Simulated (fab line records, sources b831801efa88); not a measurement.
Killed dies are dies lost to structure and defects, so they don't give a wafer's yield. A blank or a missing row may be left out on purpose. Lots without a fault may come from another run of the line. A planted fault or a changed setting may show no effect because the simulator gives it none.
Which tool did it? | flow gf180mcu | 12 lots, 36 wafers sampled, at 5 steps of a route of 602

WHAT THE GAUGES READ, wafer by wafer
GF_TOP_METAL_RS_MEAS_05: measures by four-point-probe. Usual: TOP_METAL_ALCU_RS 0.0330 ohm/sq, standard deviation 0.00037.
lot  | measured     | on            | TOP_METAL_ALCU_RS (ohm/sq) | flag
L933 | day 27 22:27 | film_metro-02 | 0.0333 0.0333 0.0331       |
L934 | day 28 11:23 | film_metro-01 | 0.0328 0.0330 0.0323       |
L935 | day 28 17:52 | film_metro-01 | 0.0331 0.0329 0.0329       |
L936 | day 29 00:08 | film_metro-04 | 0.0330 0.0327 0.0330       |
L938 | day 29 11:35 | film_metro-01 | 0.0329 0.0331 0.0330       |
L940 | day 30 04:44 | film_metro-04 | 0.0324 0.0323 0.0326       |
L943 | day 31 06:15 | film_metro-02 | 0.0325 0.0326 0.0327       |
L947 | day 32 02:58 | film_metro-04 | 0.0333 0.0327 0.0335       |
L948 | day 32 04:22 | film_metro-01 | 0.0329 0.0324 0.0330       |
L949 | day 32 11:29 | film_metro-02 | 0.0331 0.0336 0.0335       |
L950 | day 32 16:59 | film_metro-01 | 0.0333 0.0331 0.0332       |
L951 | day 33 02:22 | film_metro-01 | 0.0329 0.0327 0.0330       |

GF_PASSIVATION_THK_MEAS_01. Usual: PASSIVATION_CVD_00_THK 998 nm, standard deviation 14.
lot  | measured     | on            | PASSIVATION_CVD_00_THK (nm) | flag
L933 | day 28 18:50 | film_metro-04 | 973 994 1004                |
L934 | day 29 07:28 | film_metro-03 | 993 981 1012                |
L935 | day 29 13:45 | film_metro-01 | 969 979 1010                |
L936 | day 29 19:38 | film_metro-04 | 988 995 993                 |
L938 | day 30 06:35 | film_metro-04 | 999 991 1016                |
L940 | day 31 00:04 | film_metro-01 | 1008 995 1017               |
L943 | day 31 23:56 | film_metro-04 | 992 999 983                 |
L947 | day 32 19:52 | film_metro-03 | 988 988 1005                |
L948 | day 32 22:10 | film_metro-01 | 979 1014 1013               |
L949 | day 33 04:46 | film_metro-03 | 1005 1011 1022              |
L950 | day 33 09:58 | film_metro-01 | 994 983 1001                |
L951 | day 33 18:31 | film_metro-04 | 993 1002 1006               |

GF_PASSIVATION_THK_MEAS_03. Usual: PASSIVATION_CVD_02_THK 697 nm, standard deviation 9.8.
lot  | measured     | on            | PASSIVATION_CVD_02_THK (nm) | flag
L933 | day 28 19:11 | film_metro-03 | 687 709 694                 |
L934 | day 29 07:49 | film_metro-04 | 689 690 696                 |
L935 | day 29 14:06 | film_metro-04 | 706 725 713                 |
L936 | day 29 19:59 | film_metro-03 | 699 711 705                 |
L938 | day 30 06:56 | film_metro-03 | 687 698 691                 |
L940 | day 31 00:25 | film_metro-04 | 690 692 706                 |
L943 | day 32 00:17 | film_metro-01 | 691 409 411                 | OFF
L947 | day 32 20:13 | film_metro-04 | 696 682 702                 |
L948 | day 32 22:31 | film_metro-01 | 701 702 698                 |
L949 | day 33 05:07 | film_metro-04 | 686 689 698                 |
L950 | day 33 10:19 | film_metro-04 | 697 700 700                 |
L951 | day 33 18:52 | film_metro-03 | 688 702 710                 |

WHICH TOOL RAN EACH LOT (tool, then ch and the chambers of the sampled wafers, then the start)
lot  | GF_TOP_METAL_METAL_ETCH_16        | GF_PASSIVATION_CVD_02
L933 | rie_metal-02 ch 0,1, day 28 18:02 | pecvd-01 ch 0,1,2, day 28 18:53
L934 | rie_metal-02 ch 0,1, day 29 06:38 | pecvd-02 ch 0,1, day 29 07:31
L935 | rie_metal-01 ch 1, day 29 12:46   | pecvd-03 ch 0,2, day 29 13:49
L936 | rie_metal-02 ch 0,1, day 29 18:50 | pecvd-03 ch 1,2, day 29 19:41
L938 | rie_metal-02 ch 0,1, day 30 05:44 | pecvd-02 ch 0,2, day 30 06:38
L940 | rie_metal-02 ch 0,1, day 30 23:16 | pecvd-02 ch 0,2, day 31 00:07
L943 | rie_metal-02 ch 0,1, day 31 23:07 | pecvd-02 ch 0,1,2, day 31 23:59
L947 | rie_metal-04 ch 0,1, day 32 19:03 | pecvd-03 ch 1,2, day 32 19:55
L948 | rie_metal-02 ch 0,1, day 32 21:22 | pecvd-03 ch 0,1,2, day 32 22:13
L949 | rie_metal-02 ch 1, day 33 03:53   | pecvd-01 ch 0,2, day 33 04:49
L950 | rie_metal-01 ch 0,1, day 33 09:09 | pecvd-03 ch 0,2, day 33 10:01
L951 | rie_metal-04 ch 0,1, day 33 17:41 | pecvd-03 ch 0,1, day 33 18:34
- GF_TOP_METAL_METAL_ETCH_16: etches the open film in Cl2/BCl3, stops on SiO2, target depth 1197 nm, time 199.5 s.
- GF_PASSIVATION_CVD_02: deposits Si3N4, target thk 700 nm, time 486.18 s.

WHAT THE TOOLS THEMSELVES READ (means of the sampled wafers that have a number; where no wafer has one, the mark that the record gives instead)
GF_TOP_METAL_METAL_ETCH_16. Usual: drypump_motor_current_A 6.12 A, standard deviation 0.27; he_backside_leak_sccm 3.30 sccm, standard deviation 0.17; oes_product_au 0.992 a.u., standard deviation 0.0057; throttle_valve_pct 28.228 %, standard deviation 0.0094.
lot  | tool         | drypump_motor_current_A (A) | he_backside_leak_sccm (sccm) | oes_product_au (a.u.) | throttle_valve_pct (%) | flag
L933 | rie_metal-02 | 6.31                        | 3.38                         | 0.986                 | 28.230                 |
L934 | rie_metal-02 | 6.31                        | 3.36                         | 0.996                 | 28.229                 |
L935 | rie_metal-01 | 6.24                        | 3.42                         | 0.987                 | 28.235                 |
L936 | rie_metal-02 | 6.36                        | 3.41                         | 0.994                 | 28.227                 |
L938 | rie_metal-02 | 6.38                        | 3.35                         | 0.992                 | 28.235                 |
L940 | rie_metal-02 | 6.27                        | 3.32                         | 0.989                 | 28.230                 |
L943 | rie_metal-02 | 6.32                        | 3.37                         | 0.991                 | 28.231                 |
L947 | rie_metal-04 | 5.86                        | 3.14                         | 0.996                 | 28.215                 |
L948 | rie_metal-02 | 6.32                        | 3.37                         | 0.992                 | 28.225                 |
L949 | rie_metal-02 | 6.45                        | 3.47                         | 0.992                 | 28.229                 |
L950 | rie_metal-01 | 5.89                        | 3.25                         | 0.999                 | 28.224                 |
L951 | rie_metal-04 | 5.86                        | 3.29                         | 0.997                 | 28.229                 |

GF_PASSIVATION_CVD_02. Usual: heater_power_w 656 W, standard deviation 76.
lot  | tool     | heater_power_w (W) | flag
L933 | pecvd-01 | 628                |
L934 | pecvd-02 | 717                |
L935 | pecvd-03 | 640                |
L936 | pecvd-03 | 566                |
L938 | pecvd-02 | 723                |
L940 | pecvd-02 | 730                |
L943 | pecvd-02 | 704                |
L947 | pecvd-03 | 606                |
L948 | pecvd-03 | 594                |
L949 | pecvd-01 | 617                |
L950 | pecvd-03 | 643                |
L951 | pecvd-03 | 621                |

THE ANSWER, worked out from the rows above alone
Rule: a lot is off if the mean of its wafers that have a number lies more than 3 standard deviations from the usual mean. A lot without any number at a reading at which 4 lots or more have one is off too. The other lots that the step has rows for count as sound. The gauges are gone through in route order, then the tools' own readings, and for those a lot's mean is taken as printed above. The first step at which some lot is off is used, and at that step the reading that is off furthest; a lot without a number counts as furthest.
Off: L943, at GF_PASSIVATION_THK_MEAS_03 (PASSIVATION_CVD_02_THK).
A tool fits if, at a process step before that reading, it ran every lot that is off, and no sound lot after the first of them. The gauges at GF_PASSIVATION_THK_MEAS_03 are tried like those tools. One fits: pecvd-02 at GF_PASSIVATION_CVD_02. Its last sound lot is L940 (day 31 00:07), its first lot that is off L943 (day 31 23:59): a fault that began between those two fits.

WHAT THE SIMULATOR HAD PUT IN
Process parameter drift: pecvd-02, from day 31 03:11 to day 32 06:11, at GF_PASSIVATION_CVD_02. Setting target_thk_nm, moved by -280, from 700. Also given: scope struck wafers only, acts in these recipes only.
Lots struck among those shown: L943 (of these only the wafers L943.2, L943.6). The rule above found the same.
